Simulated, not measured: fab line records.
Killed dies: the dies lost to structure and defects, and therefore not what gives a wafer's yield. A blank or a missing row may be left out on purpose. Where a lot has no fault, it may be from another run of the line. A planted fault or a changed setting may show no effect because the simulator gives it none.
Chamber matching | flow sky130 | rieDiel-02 running SKY_LI_CONTACT_ETCH_14: 4 sister chambers
The step etches BARC in N2/H2, stops on SiO2, time 45.9 s, target depth 60 nm. 4 wafers are shown with their chamber, then 7 later ones without.

## EACH WAFER AND ITS CHAMBER
wafer  | chamber | drypumpMotorCurrentA (A)
L830.2 | 3       | 6.1
L830.4 | 2       | 5.9
L836.3 | 1       | 5.5
L836.4 | 0       | 5.8

## WAFERS WHOSE CHAMBER IS MISSING
wafer  | drypumpMotorCurrentA (A)
L836.5 | 5.5
L837.3 | 5.5
L837.4 | 5.8
L837.6 | 6.1
L838.1 | 5.4
L838.5 | 5.8
L838.6 | 6.2

## WHICH CHAMBER EACH WENT THROUGH
wafer  | from the rows above     | in truth
L836.5 | 1                       | 1
L837.3 | 1                       | 1
L837.4 | can't be placed: 0 or 2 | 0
L837.6 | 3                       | 3
L838.1 | 1                       | 1
L838.5 | can't be placed: 0 or 2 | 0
L838.6 | 3                       | 3
Correct placement for 5 of the 7. Unplaceable from these rows: 2, with the true chamber sitting among the candidates in 2. Placed wrongly: 0.
How it was worked out, from the rows above alone: a wafer's distance from a chamber is the root of the sum, over the readings, of the square of ((its reading less the chamber's mean) divided by the reading's scatter). The wafer belongs to the nearest chamber; if the next one is less than 2 further off, it can't be placed. For every chamber, the mean is computed from those of its wafers that are shown. The scatter: with one shown wafer a chamber, the root of the mean of the squares of how far each hidden wafer lies from its nearest shown one.
